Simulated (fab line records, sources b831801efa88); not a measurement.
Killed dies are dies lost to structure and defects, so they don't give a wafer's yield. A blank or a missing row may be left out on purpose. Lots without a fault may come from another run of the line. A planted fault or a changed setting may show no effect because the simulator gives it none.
Which tool did it? | flow gf180mcu | 12 lots, 36 wafers sampled, at 6 steps of a route of 602

WHAT THE GAUGES READ, wafer by wafer
GF_M3_THK_MEAS_06: measures by xrf.
lot  | measured     | on            | M3_ALCU_THK (nm)
L303 | day 20 08:46 | film_metro-01 | 460 453 456
L307 | day 21 20:10 | film_metro-02 | 451 447 453
L308 | day 22 03:58 | film_metro-01 | 455 454 453
L310 | day 22 17:11 | film_metro-02 | 450 449 449
L311 | day 23 07:22 | film_metro-02 | 455 447 453
L315 | day 24 16:06 | film_metro-02 | 450 453 455
L316 | day 25 02:29 | film_metro-03 | 462 457 459
L317 | day 25 12:35 | film_metro-01 | 460 453 461
L318 | day 25 21:25 | film_metro-02 | 452 450 452
L320 | day 26 05:28 | film_metro-02 | 449 447 446
L319 | day 26 08:32 | film_metro-02 | 447 448 437
L324 | day 27 15:52 | film_metro-02 | 451 454 452

GF_V3_THK_MEAS_01.
lot  | measured     | on            | V3_CVD_00_THK (nm)
L303 | day 21 09:01 | film_metro-02 | 600 597 596
L307 | day 22 19:29 | film_metro-04 | 611 605 608
L308 | day 23 04:13 | film_metro-04 | 614 604 607
L310 | day 23 16:44 | film_metro-02 | 595 594 600
L311 | day 24 07:02 | film_metro-03 | 610 613 602
L315 | day 25 11:44 | film_metro-02 | 602 607 602
L316 | day 25 23:01 | film_metro-04 | 595 596 590
L317 | day 26 10:04 | film_metro-02 | 595 595 595
L318 | day 26 18:25 | film_metro-02 | 605 602 598
L320 | day 27 01:44 | film_metro-04 | 603 598 605
L319 | day 27 05:25 | film_metro-04 | 602 597 605
L324 | day 28 11:43 | film_metro-03 | 597 611 606

GF_V3_THK_MEAS_03.
lot  | measured     | on            | V3_CVD_02_THK (nm)
L303 | day 21 09:11 | film_metro-03 | 847 859 860
L307 | day 22 19:37 | film_metro-02 | 817 837 835
L308 | day 23 04:23 | film_metro-02 | 846 837 841
L310 | day 23 16:52 | film_metro-02 | 835 850 839
L311 | day 24 07:10 | film_metro-02 | 840 863 851
L315 | day 25 11:52 | film_metro-04 | 843 861 849
L316 | day 25 23:08 | film_metro-02 | 857 842 856
L317 | day 26 10:12 | film_metro-04 | 839 844 853
L318 | day 26 18:32 | film_metro-04 | 834 842 856
L320 | day 27 01:52 | film_metro-04 | 841 851 1091
L319 | day 27 05:32 | film_metro-03 | 1080 842 1084
L324 | day 28 11:50 | film_metro-04 | 841 843 875

GF_V3_CD_MEAS_14: target cd 260 nm.
lot  | measured     | on        | cd_nm (nm)
L303 | day 22 09:12 | cd_sem-02 | 260.9 260.3 260.5
L307 | day 23 18:20 | cd_sem-01 | 259.7 259.6 260.8
L308 | day 24 03:09 | cd_sem-02 | 260.9 258.7 260.0
L310 | day 24 15:16 | cd_sem-02 | 261.0 261.7 261.1
L311 | day 25 03:33 | cd_sem-01 | 260.4 259.9 260.2
L315 | day 26 08:50 | cd_sem-02 | 261.4 261.6 262.5
L316 | day 26 19:55 | cd_sem-01 | 260.2 259.8 260.0
L317 | day 27 06:36 | cd_sem-02 | 259.3 260.2 260.0
L318 | day 27 14:42 | cd_sem-01 | 258.2 258.2 257.9
L320 | day 27 22:05 | cd_sem-02 | 260.6 260.0 258.8
L319 | day 28 02:37 | cd_sem-02 | 259.8 259.7 260.1
L324 | day 29 06:56 | cd_sem-02 | 260.6 260.2 259.4

WHICH TOOL RAN EACH LOT (tool, then ch and the chambers of the sampled wafers, then the start)
lot  | GF_V3_CVD_02                    | GF_V3_CMP_04
L303 | pecvd-01 ch 0,1, day 21 09:04   | cmp-02 ch 1,2,3, day 21 09:17
L307 | pecvd-03 ch 0,2, day 22 19:32   | cmp-02 ch 0,1,3, day 22 19:40
L308 | pecvd-03 ch 1,2, day 23 04:18   | cmp-02 ch 0,2,3, day 23 04:26
L310 | pecvd-03 ch 0,1,2, day 23 16:47 | cmp-01 ch 0,3, day 23 16:53
L311 | pecvd-01 ch 1,2, day 24 07:06   | cmp-02 ch 1,2,3, day 24 07:20
L315 | pecvd-04 ch 1,2, day 25 11:48   | cmp-02 ch 1,2, day 25 12:04
L316 | pecvd-03 ch 0,1,2, day 25 23:05 | cmp-02 ch 2,3, day 25 23:13
L317 | pecvd-03 ch 0,2, day 26 10:08   | cmp-01 ch 0,1,2, day 26 10:16
L318 | pecvd-04 ch 0,2, day 26 18:28   | cmp-02 ch 0,1,2, day 26 18:36
L320 | pecvd-03 ch 1,2, day 27 01:47   | cmp-02 ch 1,2,3, day 27 02:04
L319 | pecvd-03 ch 0,1,2, day 27 05:28 | cmp-01 ch 0,2,3, day 27 05:56
L324 | pecvd-04 ch 0,1,2, day 28 11:46 | cmp-01 ch 0,2,3, day 28 11:54
- GF_V3_CVD_02: deposits SiO2 from TEOS, target thk 850 nm, time 94.851 s.
- GF_V3_CMP_04: polishes SiO2.

WHAT THE TOOLS THEMSELVES READ (means of the sampled wafers that have a number; where no wafer has one, the mark that the record gives instead)
GF_V3_CVD_02.
lot  | tool     | heater_power_w (W) | rf_fwd_power_W (W)
L303 | pecvd-01 | 692                | 596.7
L307 | pecvd-03 | 590                | 596.6
L308 | pecvd-03 | 609                | 596.8
L310 | pecvd-03 | 501                | 597.4
L311 | pecvd-01 | 647                | 596.5
L315 | pecvd-04 | 656                | 596.1
L316 | pecvd-03 | 568                | 596.5
L317 | pecvd-03 | 571                | 598.3
L318 | pecvd-04 | 690                | 595.2
L320 | pecvd-03 | 546                | 596.0
L319 | pecvd-03 | 568                | 596.3
L324 | pecvd-04 | 696                | 596.5

GF_V3_CMP_04.
lot  | tool   | motor_current_A (A) | time_to_endpoint_s (s)
L303 | cmp-02 | 11.0                | 81
L307 | cmp-02 | 11.2                | 76
L308 | cmp-02 | 11.7                | 79
L310 | cmp-01 | 11.9                | 71
L311 | cmp-02 | 11.2                | 85
L315 | cmp-02 | 11.4                | 82
L316 | cmp-02 | 11.7                | 84
L317 | cmp-01 | 11.9                | 72
L318 | cmp-02 | 11.3                | 79
L320 | cmp-02 | 11.1                | 115
L319 | cmp-01 | 11.7                | 131
L324 | cmp-01 | 12.2                | 75

THE ANSWER, worked out from the rows above alone
Rule: what is usual is taken from the lots themselves. Put in order of their means at a reading, lots are off if they are a third of the lots or fewer, leave a main group of 4 or more, and stand apart from it by a gap of 3 or more times the standard deviation of the main group's means; of several such gaps the widest counts. A main group whose means are all the same, to the digits that the tables above print for the reading, isn't used. A lot without any number at a reading at which 4 lots or more have one is off too. The other lots that the step has rows for count as sound. The gauges are gone through in route order, then the tools' own readings, and for those a lot's mean is taken as printed above. The first step at which some lot is off is used, and at that step the reading that is off furthest; a lot without a number counts as furthest.
Off: L320, L319, at GF_V3_THK_MEAS_03 (V3_CVD_02_THK). The main group: mean 846 nm, standard deviation 7.3.
A tool fits if, at a process step before that reading, it ran every lot that is off, and no sound lot after the first of them. The gauges at GF_V3_THK_MEAS_03 aren't tried: what is off there is off at GF_V3_CMP_04 too, on other tools, and a gauge's error can't cause that. One fits: pecvd-03 at GF_V3_CVD_02. Its last sound lot is L317 (day 26 10:08), its first lot that is off L320 (day 27 01:47): a fault that began between those two fits.

WHAT THE SIMULATOR HAD PUT IN
Process parameter drift: pecvd-03, from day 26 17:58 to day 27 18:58, at GF_V3_CVD_02. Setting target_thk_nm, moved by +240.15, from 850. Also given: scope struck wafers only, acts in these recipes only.
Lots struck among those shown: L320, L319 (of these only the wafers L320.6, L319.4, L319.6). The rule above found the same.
